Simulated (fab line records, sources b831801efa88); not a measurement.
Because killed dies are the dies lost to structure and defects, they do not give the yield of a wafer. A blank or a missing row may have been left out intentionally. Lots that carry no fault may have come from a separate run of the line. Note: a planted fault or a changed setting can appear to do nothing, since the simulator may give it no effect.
One fault seen from 2 desks -- flow gf180mcu -- each desk holds nothing but its own numbers, with what lay behind them at the end

## DESK OF THE TOOL OWNER: pvd sputter-02
The tool's own readings at GF_CONTACT_SPUTTER_22 (material Ti, target thk 15 nm, time 80.02 s): means of the sampled wafers that have a number, for each lot that ran on this tool. The brackets show how far a lot's mean lies from the usual mean; more than 4 standard deviations puts the lot out of limits, marked OUT.
Columns: A = throttle valve pct at GF_CONTACT_SPUTTER_22, usual 29.4 %
lot,first seen here,A
L719,day 22 09:44,30.0
L721,day 23 01:21,30.0
L722,day 23 05:59,30.0
This desk's finding: nothing out of limits on any of the 3 lots.

## THE METROLOGY DESK
What the gauges read, lot by lot, whatever tool the lot ran on: means of the sampled wafers that have a number. The brackets show how far a lot's mean lies from the usual mean; more than 4 standard deviations puts the lot out of limits, marked OUT. Of its 8 readings 7 are shown: those that lie furthest out on some lot.
Columns: A = cd nm at GF_CONTACT_CD_MEAS_14, usual 220.2 nm; B = CONTACT_W_RS at GF_CONTACT_RS_MEAS_25, usual 0.380 ohm/sq; C = CONTACT_W_THK at GF_CONTACT_THK_MEAS_26, usual 309 nm; D = M1_ALCU_RS at GF_M1_RS_MEAS_05, usual 0.0695 ohm/sq; E = M1_ALCU_THK at GF_M1_THK_MEAS_06, usual 456 nm; F = cd nm at GF_M1_CD_MEAS_14, usual 230.0 nm; G = M1_OVL at GF_M1_OVL_MEAS_15, usual -2 nm
lot,first seen here,A,B,C,D,E,F,G
L711,day 19 18:11,218.8,0.381,308,0.0690,464,231.3,-12
L716,day 21 05:42,221.0,0.376,309,0.0692,459,230.5,3
L719,day 22 09:10,221.5,0.385,302,0.0709,447,229.3,2
L721,day 23 00:46,220.6,0.381,308,0.0698,453,228.3,8
L722,day 23 05:22,221.0,0.387,304,0.0689,465,229.8,-5
L726,day 24 10:58,217.8,0.381,308,0.0690,456,230.4,1
This desk's finding: nothing out of limits on any of the 6 lots.

## TAKEN TOGETHER
The desk of the tool owner found nothing out of limits.
From the metrology desk's view, nothing was out of limits.

## WHAT THE SIMULATOR PUT IN
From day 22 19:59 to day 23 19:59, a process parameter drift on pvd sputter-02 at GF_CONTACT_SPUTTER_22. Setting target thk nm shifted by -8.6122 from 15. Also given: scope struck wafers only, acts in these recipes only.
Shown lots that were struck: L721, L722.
